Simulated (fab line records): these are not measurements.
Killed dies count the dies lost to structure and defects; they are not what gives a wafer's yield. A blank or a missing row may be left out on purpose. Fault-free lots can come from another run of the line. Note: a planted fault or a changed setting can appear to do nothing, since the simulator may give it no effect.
A lot that was struck, set against a sound lot || flow sky130 || 44 steps out of a route of 708
Sound: these wafers, L783.2, L783.3, L783.6. Struck: wafer L800.3 (left out: L800.2, L800.4 of the same lot, which were not struck); the cause appears at the end.
Per side, at each step with rows, come the tool, then ch with its chambers, and then its first start. Under that, the readings that differ: sound wafers || struck wafers || difference of the means || sigmas: that difference in standard deviations of wafers without a fault.
alike: words and numbers the same on both sides, and readings whose means are apart by under 2 such deviations; not compared: readings that were withheld, readings missing a value for some wafer, numbers with overlapping values and no deviation given by the record, and bounds like >300 which may hide the same value.
The two part at a step that has a row with sigmas, a row that says differs or no value, or rows on one side only. Numbers that have no deviation but don't overlap get no sigmas and don't part them. A reading that every wafer of one side lacks parts them only if that side has two wafers or more.

first, 2 steps without rows for these wafers: SKY_VIA2_CLEAN_18 (cleans in IPA, time 180 s); SKY_VIA2_CLEAN_19 (cleans in O3/DIW).
SKY_VIA2_SPUTTER_20: material TiN, target thk 20 nm, time 80 s.
  sound on pvd-sputter-02, day 35 21:22; struck on pvd-sputter-03, day 41 17:04
  alike: throttle-valve-pct
then, 1 step without rows for these wafers: SKY_VIA2_CVD_21 (deposits W, target thk 420 nm, time 126.4 s).
SKY_VIA2_RS_MEAS_22: the measuring method here is four-point-probe.
  sound on film-metro-01, day 35 21:35; struck on film-metro-03, day 41 17:17
  alike: VIA2_W_RS
SKY_VIA2_THK_MEAS_23: measures by xrf.
  sound on film-metro-01, day 35 21:41; struck on film-metro-03, day 41 17:23
  alike: VIA2_W_THK
SKY_VIA2_CMP_24: polishes, stops on SiO2, t overpolish 20 s, target thk 0 nm.
  sound on cmp-01 ch 0,1, day 35 21:44; struck on cmp-01 ch 1, day 41 17:29
  alike: motor-current-A, overpolish-run-s, retaining-ring-pressure-frac, time-to-endpoint-s
SKY_METAL3_SPUTTER_00: material Ti, target thk 15 nm, time 10 s.
  sound on pvd-sputter-04, day 35 22:02; struck on pvd-sputter-04, day 41 17:44
  alike: throttle-valve-pct
then, 2 steps without rows for these wafers: SKY_METAL3_SPUTTER_01 (material TiN, target thk 20 nm, time 16.7 s); SKY_METAL3_SPUTTER_02 (material AlCu, target thk 735 nm, time 39.1 s).
SKY_METAL3_SPUTTER_03: material Ti, target thk 5 nm, time 3.3 s.
  sound on pvd-sputter-04, day 35 22:08; struck on pvd-sputter-04, day 41 17:49
  alike: throttle-valve-pct
then, 1 step without rows for these wafers: SKY_METAL3_SPUTTER_04 (material TiN, target thk 70 nm, time 58.3 s).
SKY_CAPM_CVD_00: deposits SiO2, target thk 15.5 nm.
  sound on pecvd-02 ch 0,1,2, day 35 22:12; struck on pecvd-02 ch 0, day 41 17:53
{"reading": "model.SiO2_of_CAPM_CVD_00.thk-nm (nm)", "sound": "15.25 15.38 15.56", "struck": 9.206, "difference": -6.191, "sigmas": ""}
  alike: heater-power-outer-w, heater-power-w
SKY_CAPM_THK_MEAS_01:
  sound on film-metro-02, day 35 22:14; struck on film-metro-04, day 41 18:13
{"reading": "CAPM_CVD_00_THK (nm)", "sound": "15.25 15.44 15.56", "struck": 9.25, "difference": -6.17, "sigmas": -34}
  not compared: hold
SKY_CAPM_SPUTTER_02: material TiN, target thk 200 nm, time 166.7 s.
  sound on pvd-sputter-01, day 35 22:17; struck on pvd-sputter-03, day 41 23:36
{"reading": "hold", "sound": "- - -", "struck": "await-dispo/5.3h/release", "difference": "no value on the sound wafers", "sigmas": ""}
  alike: throttle-valve-pct
SKY_CAPM_RS_MEAS_03: the measuring method here is four-point-probe.
  sound on film-metro-04, day 35 22:25; struck on film-metro-04, day 41 23:43
  alike: CAPM_TIN_RS
SKY_CAPM_THK_MEAS_04: measures by xrf.
  sound on film-metro-04, day 35 22:31; struck on film-metro-04, day 41 23:50
  alike: CAPM_TIN_THK
then, 7 steps without rows for these wafers: SKY_CAPM_DEHYDRATE_05 (time 60 s); SKY_CAPM_HMDS_06 (prime time 60 s); SKY_CAPM_COAT_07 (resist thk 1140 nm); SKY_CAPM_SOFTBAKE_08 (time 60 s); SKY_CAPM_EXPOSE_09 (exposes mask CAPM, target cd 1000 nm); SKY_CAPM_PEB_10; SKY_CAPM_DEVELOP_11 (develop time 60 s).
SKY_CAPM_OVL_MEAS_12:
  sound on overlay-01, day 36 23:55; struck on overlay-02, day 42 17:04
{"reading": "CAPM_OVL (nm)", "sound": "1.9 2.1 2.3", "struck": -1.7, "difference": -3.8, "sigmas": -3}
then, 13 steps without rows for these wafers: SKY_CAPM_METAL_ETCH_13 (etches TiN in Cl2/BCl3, stops on SiO2, target depth 220 nm, time 62.9 s); SKY_CAPM_STRIP_14 (strips in O2/N2); SKY_CAPM_STRIP_15 (strips in post etch residue remover, time 1200 s); SKY_CAPM_CLEAN_16 (cleans in IPA, time 180 s); SKY_CAPM_CLEAN_17 (cleans in O3/DIW); SKY_METAL3_DEHYDRATE_05 (time 60 s); SKY_METAL3_HMDS_06 (prime time 60 s); SKY_METAL3_COAT_07 (resist thk 60 nm); SKY_METAL3_COAT_08 (resist thk 1140 nm); SKY_METAL3_SOFTBAKE_09 (time 90 s); SKY_METAL3_EXPOSE_10 (exposes mask MM3, target cd 300 nm); SKY_METAL3_PEB_11; SKY_METAL3_DEVELOP_12 (develop time 60 s).
SKY_METAL3_CD_MEAS_13: the cd target is 300 nm.
  sound on cd-sem-02, day 38 02:41; struck on cd-sem-02, day 43 16:41
  alike: cd-nm
SKY_METAL3_OVL_MEAS_14:
  sound on overlay-02, day 38 02:47; struck on overlay-02, day 43 16:48
  alike: METAL3_OVL
then, 2 steps without rows for these wafers: SKY_METAL3_DESCUM_15 (chemistry O2, time 8 s); SKY_METAL3_ETCH_16 (etches BARC in N2/H2, stops on SiO2, time 88.2 s, target depth 60 nm).
SKY_METAL3_ETCH_17: etches SiO2 in C4F8/O2/Ar, stops on TiN, time 3.9 s, target depth 15 nm.
  sound on rie-diel-03 ch 0,1,2, day 38 03:04; struck on rie-diel-01 ch 0, day 43 16:58
{"reading": "oes-product-au (a.u.)", "sound": "0.745 0.750 0.762", "struck": 0.595, "difference": -0.157, "sigmas": -25}
{"reading": "model.etch.depth-nm (nm)", "sound": "15.25 15.38 15.56", "struck": 9.206, "difference": -6.191, "sigmas": ""}
  not compared: rf-hours-counter-h
-- the record jumps here: 6 days lie between the struck wafers' starts before and after (it left off in module METAL3 and takes up again in module PAD_OPEN, whose first step shown is number 708 of the route) --
SKY_PAD_OPEN_PROBE_99:
  sound on prober-01, day 45 07:50; struck on prober-01, day 49 22:34
{"reading": "killed_at_M4_up", "sound": "1 4 3", "struck": 7, "difference": "+4", "sigmas": "+3"}
{"reading": "killed-at-front-end", "sound": "13 18 14", "struck": 25, "difference": "+10", "sigmas": "+2"}
{"reading": "killed-short", "sound": "33 46 31", "struck": 55, "difference": "+18", "sigmas": "+3"}
{"reading": "model.etest.tester.sort-n-pass", "sound": "412 396 414", "struck": 0, "difference": -407, "sigmas": ""}
{"reading": "model.etest.tester.sort-yield-pct (%)", "sound": "83.74 80.49 84.15", "struck": 0, "difference": -83, "sigmas": ""}
{"reading": "model.etest.tester.sort_bin_5_pct (%)", "sound": "10.16 10.37 8.74", "struck": 92.07, "difference": "+82.31", "sigmas": ""}
{"reading": "model.etest.cap-mim.bv-v (V)", "sound": "14.09 13.77 13.66", "struck": 8.274, "difference": -5.566, "sigmas": ""}
{"reading": "model.etest.cap-mim.leak-log10-a-cm2", "sound": "-9.02 -8.989 -8.954", "struck": -6.1, "difference": "+2.9", "sigmas": ""}
{"reading": "model.etest.cap-mim.c-ff-um2", "sound": "2.371 2.371 2.349", "struck": 3.927, "difference": "+1.563", "sigmas": ""}
{"reading": "model.etest.tester.sort_bin_4_pct (%)", "sound": "0 0 0", "struck": 1.069e-08, "difference": "+1.069e-08", "sigmas": ""}
{"reading": "model.etest.tester.sort_bin_8_pct (%)", "sound": "0 0 0", "struck": 8.485e-19, "difference": "+8.485e-19", "sigmas": ""}
  alike: defect-limited-yield, killed_at_M0_to_M3, killed-at-contacts, killed-at-other, killed-dies, killed-open

WHERE THEY PART
Earliest at SKY_CAPM_THK_MEAS_01; latest, in this record, at SKY_PAD_OPEN_PROBE_99.

WHY: whatever the simulator had introduced
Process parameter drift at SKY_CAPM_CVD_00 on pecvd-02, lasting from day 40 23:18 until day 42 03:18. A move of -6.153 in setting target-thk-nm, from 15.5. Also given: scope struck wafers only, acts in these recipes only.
